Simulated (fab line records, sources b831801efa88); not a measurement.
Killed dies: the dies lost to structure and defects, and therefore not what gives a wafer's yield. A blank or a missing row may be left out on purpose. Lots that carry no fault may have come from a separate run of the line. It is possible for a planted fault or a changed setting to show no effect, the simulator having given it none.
fab line records ; flow sky130
record lots=14; wafers=42; last_day=51
route steps=708 shown SD_N@350 LI_CONTACT@385 LOCAL_INTERCONNECT@399
lots with no fault: from the same line, run without faults
start_h: hours from the record's opening day to when the first of the lot's shown wafers began ; wait_h: hours from the lot's prior step to this one ; " identical to the entry in the row above ; L1.1+2: a single row standing in for several wafers ; - no value, or no start was given ; * or withheld: withheld ; < > ~ a bound
route shown NAME@n: a module of which the file shows steps, and the number in the route of the first ; usual: the fault-free wafers' mean and standard deviation ; same: alike in all rows ; chamber/n: place in a boat ; sites: per-site readings ; _std_site: the standard deviation of these ; _edge_site: mean of outer sites minus mean of inner sites ; radius_mm: how far each site lies from the wafer's centre ; mask NAME#n: copy n ; behind: the most recent tool/chamber to have shaped the wafer ; hold: what put the lot on hold/how long, in hours/how the hold closed ; device: which transistor (n, p or np) failed to switch ; end of line: tests of these same wafers at the route's end ; for a step that has no rows: nothing shown but its recipe ; killed: count of dies lost to structure and defects at first sort (not the wafer's yield) ; map: the dies of a wafer, with x for killed, . for not killed, _ for no die there
set.NAME: the setting that was run; set.NAME@STEP: the one run at that earlier step ; model.NAME: the simulator's own value behind a step, which no gauge read
steps of the route over a sample of lots; a table a step, a row a wafer
services: the hour from which a tool's chamber was out of use, counted from the record's first day as start_h (under 0 if before that day), plus the number of hours and why
## steps
# step SKY_SD_N_OVL_MEAS_08
# usual SD_N_OVL=0.9/1.3
lot.wafer;tool;chamber;start_h;wait_h;SD_N_OVL[nm]
L480.1;overlay-02;-;640.28;0.1;3.0
L480.2;overlay-02;-;640.28;0.1;0.0
L480.3;overlay-02;-;640.28;0.1;1.4
L481.2;overlay-02;-;675.19;0.1;0.1
L481.3;overlay-02;-;675.19;0.1;1.4
L481.6;overlay-02;-;675.19;0.1;0.1
L482.1;overlay-01;-;675.38;0.1;1.7
L482.5;overlay-01;-;675.38;0.1;0.4
L482.6;overlay-01;-;675.38;0.1;-1.2
L483.1;overlay-02;-;677.08;0.1;2.4
L483.4;overlay-02;-;677.08;0.1;1.0
L483.5;overlay-02;-;677.08;0.1;0.7
L486.3;overlay-02;-;690.85;0.1;0.6
L486.5;overlay-02;-;690.85;0.1;-1.6
L486.6;overlay-02;-;690.85;0.1;0.0
L487.1;overlay-02;-;705.69;0.1;1.8
L487.3;overlay-02;-;705.69;0.1;-0.4
L487.6;overlay-02;-;705.69;0.1;-2.1
L488.2;overlay-02;-;716.10;0.1;1.0
L488.4;overlay-02;-;716.10;0.1;1.3
L488.5;overlay-02;-;716.10;0.1;2.6
L490.3;overlay-01;-;719.65;0.1;0.6
L490.4;overlay-01;-;719.65;0.1;3.1
L490.6;overlay-01;-;719.65;0.1;2.0
L489.1;overlay-01;-;724.25;0.1;-1.3
L489.2;overlay-01;-;724.25;0.1;0.9
L489.5;overlay-01;-;724.25;0.1;-1.0
L492.2;overlay-02;-;743.30;0.1;1.8
L492.4;overlay-02;-;743.30;0.1;-0.2
L492.6;overlay-02;-;743.30;0.1;2.3
L493.3;overlay-02;-;754.40;0.1;0.5
L493.4;overlay-02;-;754.40;0.1;0.6
L493.6;overlay-02;-;754.40;0.1;1.0
L494.1;overlay-02;-;754.53;0.1;-0.5
L494.3;overlay-02;-;754.53;0.1;-0.4
L494.6;overlay-02;-;754.53;0.1;0.8
L495.2;overlay-02;-;764.53;0.1;1.2
L495.3;overlay-02;-;764.53;0.1;-1.3
L495.5;overlay-02;-;764.53;0.1;1.9
L503.1;overlay-02;-;847.48;0.1;-1.0
L503.2;overlay-02;-;847.48;0.1;-0.4
L503.4;overlay-02;-;847.48;0.1;0.0
# step SKY_LI_CONTACT_THK_MEAS_23
# recipe thk_meas_gauge=xrf; reads=W_of_LI_CONTACT_CVD_21
# usual LI_CONTACT_W_THK=391/7.8
lot.wafer;tool;chamber;start_h;wait_h;LI_CONTACT_W_THK[nm]
L480.1;film_metro-02;-;671.12;0.1;395
L480.2;film_metro-02;-;671.12;0.1;401
L480.3;film_metro-02;-;671.12;0.1;401
L481.2;film_metro-04;-;705.73;0.1;400
L481.3;film_metro-04;-;705.73;0.1;393
L481.6;film_metro-04;-;705.73;0.1;407
L482.1;film_metro-01;-;706.52;0.1;380
L482.5;film_metro-01;-;706.52;0.1;383
L482.6;film_metro-01;-;706.52;0.1;393
L483.1;film_metro-01;-;708.25;0.1;389
L483.4;film_metro-01;-;708.25;0.1;383
L483.5;film_metro-01;-;708.25;0.1;386
L486.3;film_metro-02;-;721.69;0.1;400
L486.5;film_metro-02;-;721.69;0.1;394
L486.6;film_metro-02;-;721.69;0.1;405
L487.1;film_metro-04;-;735.44;0.1;386
L487.3;film_metro-04;-;735.44;0.1;392
L487.6;film_metro-04;-;735.44;0.1;388
L488.2;film_metro-02;-;746.03;0.1;385
L488.4;film_metro-02;-;746.03;0.1;398
L488.5;film_metro-02;-;746.03;0.1;387
L490.3;film_metro-02;-;748.56;0.1;400
L490.4;film_metro-02;-;748.56;0.1;389
L490.6;film_metro-02;-;748.56;0.1;389
L489.1;film_metro-02;-;753.93;0.1;393
L489.2;film_metro-02;-;753.93;0.1;386
L489.5;film_metro-02;-;753.93;0.1;392
L492.2;film_metro-01;-;772.88;0.1;390
L492.4;film_metro-01;-;772.88;0.1;378
L492.6;film_metro-01;-;772.88;0.1;389
L493.3;film_metro-01;-;783.39;0.1;388
L493.4;film_metro-01;-;783.39;0.1;382
L493.6;film_metro-01;-;783.39;0.1;387
L494.1;film_metro-04;-;784.52;0.1;387
L494.3;film_metro-04;-;784.52;0.1;404
L494.6;film_metro-04;-;784.52;0.1;403
L495.2;film_metro-02;-;793.50;0.1;394
L495.3;film_metro-02;-;793.50;0.1;392
L495.5;film_metro-02;-;793.50;0.1;398
L503.1;film_metro-01;-;876.27;0.1;387
L503.2;film_metro-01;-;876.27;0.1;390
L503.4;film_metro-01;-;876.27;0.1;392
# step SKY_LI_CONTACT_CMP_24
# recipe stop_on=PSG; t_overpolish_s=20; down_force_psi=3.5; platen_rpm=60; target_thk_nm=0; pad_velocity_m_s=0.94248
# usual motor_current_A=10.7/1.2; overpolish_run_s=19.999/0.009; slurry_filter_dp_kPa=13.51/0.13; t_overpolish_s=20/0; time_to_endpoint_s=96/3.3
lot.wafer;tool;chamber;start_h;wait_h;motor_current_A;overpolish_run_s;slurry_filter_dp_kPa;t_overpolish_s;time_to_endpoint_s
L480.1;cmp-02;0;671.18;0.1;9.8;19.999;13.68;20;97
L480.3;cmp-02;1;671.18;0.1;12.2;20.006;13.39;20;95
L480.2;cmp-02;2;671.18;0.1;10.3;20.005;13.63;20;98
L481.2;cmp-01;2;705.78;0.0;9.7;19.990;13.76;20;100
L481.3;cmp-01;3;705.78;0.0;9.5;19.997;13.60;20;97
L481.6;cmp-01;2;705.78;0.0;9.9;19.990;13.41;20;100
L482.1;cmp-01;2;706.68;0.1;9.8;20.013;13.46;20;97
L482.6;cmp-01;0;706.68;0.1;12.8;19.992;13.44;20;101
L482.5;cmp-01;1;706.68;0.1;10.2;19.998;13.56;20;100
L483.1;cmp-01;2;708.31;0.1;9.8;20.003;13.54;20;96
L483.4;cmp-01;0;708.31;0.1;13.4;19.987;13.49;20;98
L483.5;cmp-01;3;708.31;0.1;9.4;20.015;13.79;20;98
L486.3;cmp-02;0;721.88;0.2;9.9;20.008;13.44;20;98
L486.5;cmp-02;1;721.88;0.2;11.7;19.985;13.49;20;92
L486.6;cmp-02;2;721.88;0.2;11.2;20.017;13.44;20;95
L487.1;cmp-02;3;735.50;0.1;11.0;20.007;13.30;20;96
L487.3;cmp-02;0;735.50;0.1;9.5;20.004;13.62;20;100
L487.6;cmp-02;0;735.50;0.1;10.1;20.005;13.51;20;96
L488.4;cmp-01;3;746.13;0.1;9.5;19.991;13.68;20;97
L488.2;cmp-01;1;746.13;0.1;10.1;19.993;13.60;20;95
L488.5;cmp-01;3;746.13;0.1;9.6;19.995;13.54;20;98
L490.3;cmp-01;3;751.41;2.8;9.2;19.993;13.52;20;102
L490.4;cmp-01;0;751.41;2.8;12.9;19.984;13.36;20;102
L490.6;cmp-01;1;751.41;2.8;10.2;19.992;13.57;20;105
L489.2;cmp-01;1;754.09;0.1;10.4;19.986;13.60;20;98
L489.1;cmp-01;2;754.09;0.1;9.8;20.011;13.51;20;94
L489.5;cmp-01;3;754.09;0.1;10.0;19.993;13.61;20;96
L492.2;cmp-01;1;772.93;0.0;9.5;20.003;13.39;20;97
L492.4;cmp-01;3;772.93;0.0;9.4;19.990;13.30;20;93
L492.6;cmp-01;1;772.93;0.0;10.4;20.007;13.44;20;99
L493.3;cmp-01;2;783.53;0.1;9.9;20.006;13.72;20;99
L493.4;cmp-01;3;783.53;0.1;9.0;20.006;13.43;20;94
L493.6;cmp-01;1;783.53;0.1;10.4;20.003;13.54;20;100
L494.1;cmp-01;0;784.83;0.3;13.3;16.886;13.44;16.892;94
L494.3;cmp-01;2;784.83;0.3;9.9;19.986;13.47;20;98
L494.6;cmp-01;0;784.83;0.3;12.9;16.894;13.69;16.892;96
L495.3;cmp-01;2;793.65;0.1;9.6;19.992;13.53;20;95
L495.2;cmp-01;3;793.65;0.1;9.4;19.999;13.51;20;94
L495.5;cmp-01;0;793.65;0.1;12.5;16.874;13.50;16.892;97
L503.2;cmp-02;2;876.36;0.1;10.6;19.995;13.50;20;95
L503.4;cmp-02;3;876.36;0.1;10.9;20.002;13.68;20;96
L503.1;cmp-02;0;876.36;0.1;10.2;20.010;13.44;20;99
# step SKY_LOCAL_INTERCONNECT_OVL_MEAS_12
# usual LOCAL_INTERCONNECT_OVL=-2/4.4
lot.wafer;tool;chamber;start_h;wait_h;LOCAL_INTERCONNECT_OVL[nm]
L480.1;overlay-02;-;700.23;0.1;-6
L480.2;overlay-02;-;700.23;0.1;4
L480.3;overlay-02;-;700.23;0.1;-8
L481.2;overlay-01;-;733.50;0.1;-2
L481.3;overlay-01;-;733.50;0.1;-3
L481.6;overlay-01;-;733.50;0.1;-7
L482.1;overlay-02;-;734.64;0.1;-2
L482.5;overlay-02;-;734.64;0.1;-1
L482.6;overlay-02;-;734.64;0.1;-5
L483.1;overlay-01;-;736.03;0.1;-3
L483.4;overlay-01;-;736.03;0.1;-7
L483.5;overlay-01;-;736.03;0.1;-4
L486.3;overlay-02;-;749.44;0.1;-7
L486.5;overlay-02;-;749.44;0.1;-2
L486.6;overlay-02;-;749.44;0.1;-8
L487.1;overlay-02;-;762.68;0.1;3
L487.3;overlay-02;-;762.68;0.1;-4
L487.6;overlay-02;-;762.68;0.1;-2
L488.2;overlay-01;-;773.53;0.1;11
L488.4;overlay-01;-;773.53;0.1;7
L488.5;overlay-01;-;773.53;0.1;4
L490.3;overlay-01;-;778.25;0.1;-3
L490.4;overlay-01;-;778.25;0.1;-7
L490.6;overlay-01;-;778.25;0.1;-2
L489.1;overlay-01;-;781.43;0.1;2
L489.2;overlay-01;-;781.43;0.1;6
L489.5;overlay-01;-;781.43;0.1;0
L492.2;overlay-01;-;800.30;0.1;-3
L492.4;overlay-01;-;800.30;0.1;-3
L492.6;overlay-01;-;800.30;0.1;-5
L493.3;overlay-01;-;811.19;0.1;-2
L493.4;overlay-01;-;811.19;0.1;-6
L493.6;overlay-01;-;811.19;0.1;-2
L494.1;overlay-01;-;812.83;0.1;1
L494.3;overlay-01;-;812.83;0.1;7
L494.6;overlay-01;-;812.83;0.1;-2
L495.2;overlay-01;-;820.50;0.1;4
L495.3;overlay-01;-;820.50;0.1;-6
L495.5;overlay-01;-;820.50;0.1;-1
L503.1;overlay-01;-;901.78;0.1;-2
L503.2;overlay-01;-;901.78;0.1;3
L503.4;overlay-01;-;901.78;0.1;-7
## services
tool;chamber;start_h;hours;kind
cmp-01;-;649.65;0.5;repair
cmp-01;-;663.60;2.7;repair
cmp-02;-;674.28;0.5;repair
cmp-01;-;688.22;3.3;repair
cmp-01;-;716.86;5.7;pm
cmp-01;-;723.98;1.4;repair
cmp-01;-;726.08;2.2;repair
cmp-02;-;743.68;6.5;repair
cmp-01;-;747.01;4.0;pm
cmp-02;-;747.24;4.3;repair
cmp-01;-;751.01;-;consumable_replace:conditioner
cmp-01;-;751.01;-;consumable_replace:pad
cmp-02;-;751.57;4.7;pm
cmp-02;-;756.63;3.7;repair
cmp-02;-;779.52;19.2;pm
cmp-01;-;794.56;1.7;repair
cmp-01;-;798.94;13.6;pm
cmp-02;-;799.58;0.4;repair
cmp-01;-;838.77;0.2;repair
cmp-02;-;852.85;0.6;repair
## key
first_sign step=SKY_LI_CONTACT_CMP_24; reading=t_overpolish_s; direction=down; sigmas=99+; usual=20; struck=16.892
effect step=SKY_LI_CONTACT_CMP_24; reading=overpolish_run_s; direction=down; sigmas=99+; usual=19.999; struck=16.885
met_at SKY_LI_CONTACT_CMP_24
struck_lots L494,L495
struck_wafers L494.1,L494.6,L495.5
tester_left_out L494,L495
not_acting_at SKY_SD_N_OVL_MEAS_08,SKY_LI_CONTACT_THK_MEAS_23,SKY_LOCAL_INTERCONNECT_OVL_MEAS_12
onset_between 751.41 784.83
fault kind=process_parameter_drift; tool=cmp-01; chamber=0; onset_h=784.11; steps=SKY_LI_CONTACT_CMP_24; channel=t_overpolish_s; offset=-3.1079; shape=step; end_h=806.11; acts_in=these_recipes_only; stated=20
# tester_left_out: of these lots the tester's yield and bins aren't shown, on N5 and GAA mostly nor the transistor test; their killed dies are dies lost to structure and defects alone, not to doping, threshold or leakage, so they don't give the yield
